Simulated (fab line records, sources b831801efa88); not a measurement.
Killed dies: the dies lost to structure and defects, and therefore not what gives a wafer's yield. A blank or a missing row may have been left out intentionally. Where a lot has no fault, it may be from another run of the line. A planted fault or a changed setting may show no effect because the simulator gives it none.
Chamber matching || flow sky130 || rie-diel-03 running SKY_SONOS_ONO_ETCH_15: 4 sister chambers
The step etches the open film in CHF3/O2, target depth 19.52 nm, time 7.8 s. 22 wafers are shown with their chamber, then 11 later ones without.

== EACH WAFER AND ITS CHAMBER ==
{"wafer": "L209.1", "chamber": 1, "throttle-valve-pct (%)": 8.848, "oes-product-au (a.u.)": 0.991}
{"wafer": "L209.4", "chamber": 0, "throttle-valve-pct (%)": 8.823, "oes-product-au (a.u.)": 0.996}
{"wafer": "L209.6", "chamber": 3, "throttle-valve-pct (%)": 8.830, "oes-product-au (a.u.)": 1.007}
{"wafer": "L210.2", "chamber": 1, "throttle-valve-pct (%)": 8.845, "oes-product-au (a.u.)": 0.999}
{"wafer": "L210.3", "chamber": 0, "throttle-valve-pct (%)": 8.822, "oes-product-au (a.u.)": 0.996}
{"wafer": "L210.6", "chamber": 2, "throttle-valve-pct (%)": 8.814, "oes-product-au (a.u.)": 0.992}
{"wafer": "L211.1", "chamber": 2, "throttle-valve-pct (%)": 8.823, "oes-product-au (a.u.)": 0.990}
{"wafer": "L211.2", "chamber": 3, "throttle-valve-pct (%)": 8.829, "oes-product-au (a.u.)": 1.001}
{"wafer": "L211.5", "chamber": 3, "throttle-valve-pct (%)": 8.827, "oes-product-au (a.u.)": 1.000}
{"wafer": "L212.2", "chamber": 1, "throttle-valve-pct (%)": 8.824, "oes-product-au (a.u.)": 0.996}
{"wafer": "L212.3", "chamber": 0, "throttle-valve-pct (%)": 8.827, "oes-product-au (a.u.)": 0.984}
{"wafer": "L212.4", "chamber": 3, "throttle-valve-pct (%)": 8.817, "oes-product-au (a.u.)": 0.994}
{"wafer": "L213.2", "chamber": 0, "throttle-valve-pct (%)": 8.824, "oes-product-au (a.u.)": 0.998}
{"wafer": "L213.5", "chamber": 3, "throttle-valve-pct (%)": 8.838, "oes-product-au (a.u.)": 0.984}
{"wafer": "L213.6", "chamber": 0, "throttle-valve-pct (%)": 8.809, "oes-product-au (a.u.)": 1.007}
{"wafer": "L214.1", "chamber": 3, "throttle-valve-pct (%)": 8.809, "oes-product-au (a.u.)": 1.001}
{"wafer": "L214.3", "chamber": 0, "throttle-valve-pct (%)": 8.818, "oes-product-au (a.u.)": 1.011}
{"wafer": "L214.6", "chamber": 0, "throttle-valve-pct (%)": 8.831, "oes-product-au (a.u.)": 1.006}
{"wafer": "L221.1", "chamber": 0, "throttle-valve-pct (%)": 8.823, "oes-product-au (a.u.)": 0.996}
{"wafer": "L221.4", "chamber": 3, "throttle-valve-pct (%)": 8.819, "oes-product-au (a.u.)": 1.010}
{"wafer": "L221.6", "chamber": 0, "throttle-valve-pct (%)": 8.835, "oes-product-au (a.u.)": 1.002}
{"wafer": "L223.1", "chamber": 2, "throttle-valve-pct (%)": 8.838, "oes-product-au (a.u.)": 1.009}

SIGNATURES (averages over the wafers above)
{"reading": "throttle-valve-pct", "chamber 0": 8.82356, "chamber 1": 8.83900, "chamber 2": 8.82500, "chamber 3": 8.82414, "scatter within a chamber": 0.00956}
{"reading": "oes-product-au", "chamber 0": 0.99956, "chamber 1": 0.99533, "chamber 2": 0.99700, "chamber 3": 0.99957, "scatter within a chamber": 0.00819}
Rule: for each reading, subtract the chamber's mean from the wafer's reading, divide by that reading's scatter and square the result; add these up over the readings and take the root, which gives the wafer's distance from the chamber. If the next closest chamber is less than 2 further off than the closest, the wafer can't be placed; otherwise it belongs to the closest. How the scatter is found: for the shown wafers, subtract from each reading the mean of its chamber, square and add these, divide the total by (wafers less chambers), then take the root.

== WAFERS WITHOUT THEIR CHAMBER ==
{"wafer": "L223.3", "throttle-valve-pct (%)": 8.832, "oes-product-au (a.u.)": 1.005}
{"wafer": "L223.5", "throttle-valve-pct (%)": 8.826, "oes-product-au (a.u.)": 0.999}
{"wafer": "L227.1", "throttle-valve-pct (%)": 8.841, "oes-product-au (a.u.)": 1.014}
{"wafer": "L227.3", "throttle-valve-pct (%)": 8.823, "oes-product-au (a.u.)": 1.007}
{"wafer": "L227.5", "throttle-valve-pct (%)": 8.823, "oes-product-au (a.u.)": 1.004}
{"wafer": "L229.1", "throttle-valve-pct (%)": 8.823, "oes-product-au (a.u.)": 1.009}
{"wafer": "L229.5", "throttle-valve-pct (%)": 8.818, "oes-product-au (a.u.)": 1.016}
{"wafer": "L229.6", "throttle-valve-pct (%)": 8.828, "oes-product-au (a.u.)": 0.996}
{"wafer": "L232.2", "throttle-valve-pct (%)": 8.834, "oes-product-au (a.u.)": 0.996}
{"wafer": "L232.3", "throttle-valve-pct (%)": 8.816, "oes-product-au (a.u.)": 0.999}
{"wafer": "L232.6", "throttle-valve-pct (%)": 8.836, "oes-product-au (a.u.)": 1.007}

== WHICH CHAMBER EACH ONE RAN IN ==
{"wafer": "L223.3", "from the rows above": "can't be placed: 3 or 0 or 2 or 1", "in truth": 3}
{"wafer": "L223.5", "from the rows above": "can't be placed: 3 or 0 or 2 or 1", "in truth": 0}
{"wafer": "L227.1", "from the rows above": "can't be placed: 1 or 3 or 0 or 2", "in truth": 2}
{"wafer": "L227.3", "from the rows above": "can't be placed: 0 or 3 or 2 or 1", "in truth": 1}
{"wafer": "L227.5", "from the rows above": "can't be placed: 0 or 3 or 2 or 1", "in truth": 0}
{"wafer": "L229.1", "from the rows above": "can't be placed: 0 or 3 or 2 or 1", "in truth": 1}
{"wafer": "L229.5", "from the rows above": "can't be placed: 0 or 3 or 2 or 1", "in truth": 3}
{"wafer": "L229.6", "from the rows above": "can't be placed: 2 or 3 or 0 or 1", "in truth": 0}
{"wafer": "L232.2", "from the rows above": "can't be placed: 1 or 2 or 3 or 0", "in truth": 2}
{"wafer": "L232.3", "from the rows above": "can't be placed: 0 or 3 or 2 or 1", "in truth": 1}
{"wafer": "L232.6", "from the rows above": "can't be placed: 1 or 3 or 0 or 2", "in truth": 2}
Correctly placed: 0 of 11. Not placeable from these rows: 11 (in 11, the candidates include the true chamber). Wrongly placed: 0.
